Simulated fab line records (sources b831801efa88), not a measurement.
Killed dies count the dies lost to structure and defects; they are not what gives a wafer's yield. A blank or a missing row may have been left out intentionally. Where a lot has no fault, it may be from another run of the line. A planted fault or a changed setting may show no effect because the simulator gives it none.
A struck lot beside a sound one || flow sfq_line || 42 steps out of a route of 325
Sound: the wafers L242.1, L242.2, L242.6. Wafers struck: L233.1, L233.5, L233.6. At the end, the cause is stated.
Each step with rows lists, per side, the tool, then ch with its chambers, then its first start. Under that, the readings that differ: sound wafers || struck wafers || difference of the means || sigmas: that difference in standard deviations of wafers without a fault.
alike: words and numbers the same on both sides, and readings whose means are apart by under 2 such deviations; not compared: readings that were withheld, readings missing a value for some wafer, numbers with overlapping values and no deviation given by the record, and bounds like >300 which may hide the same value.
Wherever a step has rows on one side only, a row that says differs or no value, or a row with sigmas, the two part there. Numbers that have no deviation but don't overlap get no sigmas and don't part them. Lack of a reading on every wafer of one side parts them only where that side has two or more wafers.

first, 6 steps without rows for these wafers: SFQ_TRILAYER_M6_LITHO_COAT_164 (resist thk 62 nm); SFQ_TRILAYER_M6_LITHO_COAT_159 (resist thk 600 nm); SFQ_TRILAYER_M6_LITHO_SOFTBAKE_163; SFQ_TRILAYER_M6_LITHO_EXPOSE_160 (exposes mask M6, target cd 500 nm); SFQ_TRILAYER_M6_LITHO_PEB_162 (peb time 60 s); SFQ_TRILAYER_M6_LITHO_DEVELOP_161 (time 60 s).
SFQ_M6_OVL_MEAS_940:
  sound: overlay-02 at day 74 22:38; struck: overlay-01 at day 62 18:11
  alike: M6_OVL
then, 1 step without rows for these wafers: SFQ_TRILAYER_M6_BARC_OPEN_METAL_ETCH_206 (etches BARC in O2, target depth 125 nm, time 41.7 s).
SFQ_TRILAYER_M6_ETCH_METAL_ETCH_162: etches Nb in Cl2/Ar, stops on SiO2, target depth 240 nm, time 120 s.
  sound on rie_metal-04 ch 0,1, day 74 22:44; struck on rie_metal-04 ch 0,1, day 62 18:16
  alike: drypump_motor_current_A, oes_product_au
  not compared: rf_hours_counter_h
SFQ_TRILAYER_M6_STRIP_STRIP_163: strips in O2.
  sound on rie_metal-04 ch 0,1, day 74 22:52; struck on rie_metal-04 ch 0,1, day 62 18:24
  alike: drypump_motor_current_A, oes_product_au
  not compared: rf_hours_counter_h
then, 2 steps without rows for these wafers: SFQ_TRILAYER_M6_STRIP_SOLV_CLEAN_164 (cleans in NMP, time 600 s); SFQ_TRILAYER_I6_DEP_PECVD_165 (deposits SiO2 from SiH4/N2O, time 111.11 s, target thk 500 nm).
SFQ_TRILAYER_I6_CMP_CMP_166: polishes SiO2.
  sound on cmp-02 ch 0,1,3, day 75 01:44; struck on cmp-02 ch 2,3, day 63 03:34
  no value came back on the struck wafers for any of 5 readings (edge_zone_pressure_frac, head_pressure_psi (psi) and others); on the sound wafers edge_zone_pressure_frac reads 1.003 0.999 0.991
{"reading": "model.SiO2_of_TRILAYER_I6_DEP_PECVD_165.thk_nm (nm)", "sound": "199 201.7 199.6", "struck": "502.5 508.3 499.3", "difference": "+303.3", "sigmas": ""}
SFQ_I6_BOW_MEAS_941:
  sound: film_metro-04 at day 75 04:14; struck: film_metro-04 at day 63 06:04
  alike: I6_BOW
SFQ_TRILAYER_I6_METRO_MEASURE_167:
  sound: film_metro-04 at day 75 04:21; struck: film_metro-04 at day 63 06:11
{"reading": "thk_nm (nm)", "sound": "199.0 201.7 199.6", "struck": "502.8 508.4 499.2", "difference": "+303.4", "sigmas": "+99 or more"}
then, 6 steps without rows for these wafers: SFQ_TRILAYER_I6_VIA_LITHO_COAT_174 (resist thk 62 nm); SFQ_TRILAYER_I6_VIA_LITHO_COAT_169 (resist thk 650 nm); SFQ_TRILAYER_I6_VIA_LITHO_SOFTBAKE_173; SFQ_TRILAYER_I6_VIA_LITHO_EXPOSE_170 (exposes mask I6, target cd 700 nm); SFQ_TRILAYER_I6_VIA_LITHO_PEB_172 (peb time 60 s); SFQ_TRILAYER_I6_VIA_LITHO_DEVELOP_171 (time 60 s).
SFQ_I6_OVL_MEAS_942:
  sound: overlay-01 at day 77 13:20; struck: overlay-02 at day 63 09:38
  alike: I6_OVL
then, 1 step without rows for these wafers: SFQ_TRILAYER_I6_VIA_BARC_OPEN_VIA_ETCH_235 (etches BARC in O2, target depth 125 nm, time 41.7 s).
SFQ_TRILAYER_I6_VIA_ETCH_VIA_ETCH_172: etches SiO2 in CHF3, stops on Nb, target depth 260 nm.
  sound on rie_diel-03 ch 0,1,3, day 77 13:24; struck on rie_diel-03 ch 1,2, day 63 09:43
{"reading": "oes_product_au (a.u.)", "sound": "0.852 0.863 0.854", "struck": "1.606 1.634 1.620", "difference": "+0.764", "sigmas": "+99 or more"}
{"reading": "model.I6.feature_depth_nm (nm)", "sound": "199 201.7 199.6", "struck": "256.9 260.9 259", "difference": "+58.8", "sigmas": ""}
{"reading": "model.etch.depth_nm (nm)", "sound": "199 201.7 199.6", "struck": "256.9 260.9 259", "difference": "+58.8", "sigmas": ""}
  alike: drypump_motor_current_A
then, 2 steps without rows for these wafers: SFQ_TRILAYER_I6_VIA_STRIP_STRIP_173 (strips in O2); SFQ_TRILAYER_I6_VIA_STRIP_SOLV_CLEAN_174 (cleans in NMP, time 600 s).
SFQ_TRILAYER_M7_DEP_PRE_CLEAN_176: time 22.5 s.
  sound: pvd_sputter-03 at day 77 14:17; struck: pvd_sputter-06 at day 63 10:37
{"reading": "model.SiO2_of_TRILAYER_I6_DEP_PECVD_165.thk_nm (nm)", "sound": "191.5 194.2 192.1", "struck": "495 500.8 491.8", "difference": "+303", "sigmas": ""}
SFQ_TRILAYER_M7_DEP_SPUTTER_175: material Nb, target thk 200 nm, time 133.3 s.
  sound: pvd_sputter-03 at day 77 14:19; struck: pvd_sputter-06 at day 63 10:38
  alike: throttle_valve_pct
SFQ_M7_RS_MEAS_943: measures by four-point-probe.
  sound: film_metro-01 at day 77 14:25; struck: film_metro-01 at day 63 10:44
  alike: M7_NB_RS
then, 6 steps without rows for these wafers: SFQ_TRILAYER_M7_LITHO_COAT_182 (resist thk 62 nm); SFQ_TRILAYER_M7_LITHO_COAT_177 (resist thk 600 nm); SFQ_TRILAYER_M7_LITHO_SOFTBAKE_181; SFQ_TRILAYER_M7_LITHO_EXPOSE_178 (exposes mask M7, target cd 500 nm); SFQ_TRILAYER_M7_LITHO_PEB_180 (peb time 60 s); SFQ_TRILAYER_M7_LITHO_DEVELOP_179 (time 60 s).
-- the record jumps here: 5 days lie between the struck wafers' starts before and after --
SFQ_M7_OVL_MEAS_945:
  sound: overlay-02 at day 79 21:40; struck: overlay-01 at day 67 23:09
  alike: M7_OVL
SFQ_TRILAYER_M7_BARC_OPEN_METAL_ETCH_229: etches BARC in O2, target depth 125 nm, time 41.7 s.
  sound on rie_metal-01 ch 0, day 79 21:57; struck on rie_metal-01 ch 0,1, day 67 23:11
  alike: drypump_motor_current_A, oes_product_au
  not compared: rf_hours_counter_h
then, 3 steps without rows for these wafers: SFQ_TRILAYER_M7_ETCH_METAL_ETCH_180 (etches Nb in Cl2/Ar, stops on SiO2, target depth 240 nm, time 120 s); SFQ_TRILAYER_M7_STRIP_STRIP_181 (strips in O2); SFQ_TRILAYER_M7_STRIP_SOLV_CLEAN_182 (cleans in NMP, time 600 s).
SFQ_TRILAYER_I7_DEP_PECVD_183: deposits SiO2 from SiH4/N2O, time 111.11 s, target thk 500 nm.
  sound on pecvd-02 ch 1,2, day 79 23:43; struck on pecvd-02 ch 1,2, day 68 00:08
  alike: chamber_pressure_Torr, heater_power_w, throttle_valve_pct
-- the record jumps here: 8 days lie between the struck wafers' starts before and after --
SFQ_M8_BOW_MEAS_951:
  sound: film_metro-02 at day 84 03:22; struck: film_metro-03 at day 76 05:58
{"reading": "model.etest.i6.link_ohm", "sound": "1.871 1.861 1.864", "struck": "1e+06 1e+06 1e+06", "difference": "+1e+06", "sigmas": ""}
  alike: M8_BOW

## WHERE THEY PART
At SFQ_TRILAYER_I6_CMP_CMP_166 first; at SFQ_TRILAYER_I6_VIA_ETCH_VIA_ETCH_172 last (within this record only). Later steps at which nothing parts them and some readings are alike: SFQ_TRILAYER_M7_DEP_SPUTTER_175, SFQ_M7_RS_MEAS_943, SFQ_M7_OVL_MEAS_945, SFQ_TRILAYER_M7_BARC_OPEN_METAL_ETCH_229, SFQ_TRILAYER_I7_DEP_PECVD_183, SFQ_M8_BOW_MEAS_951.

WHY: the cause the simulator had injected
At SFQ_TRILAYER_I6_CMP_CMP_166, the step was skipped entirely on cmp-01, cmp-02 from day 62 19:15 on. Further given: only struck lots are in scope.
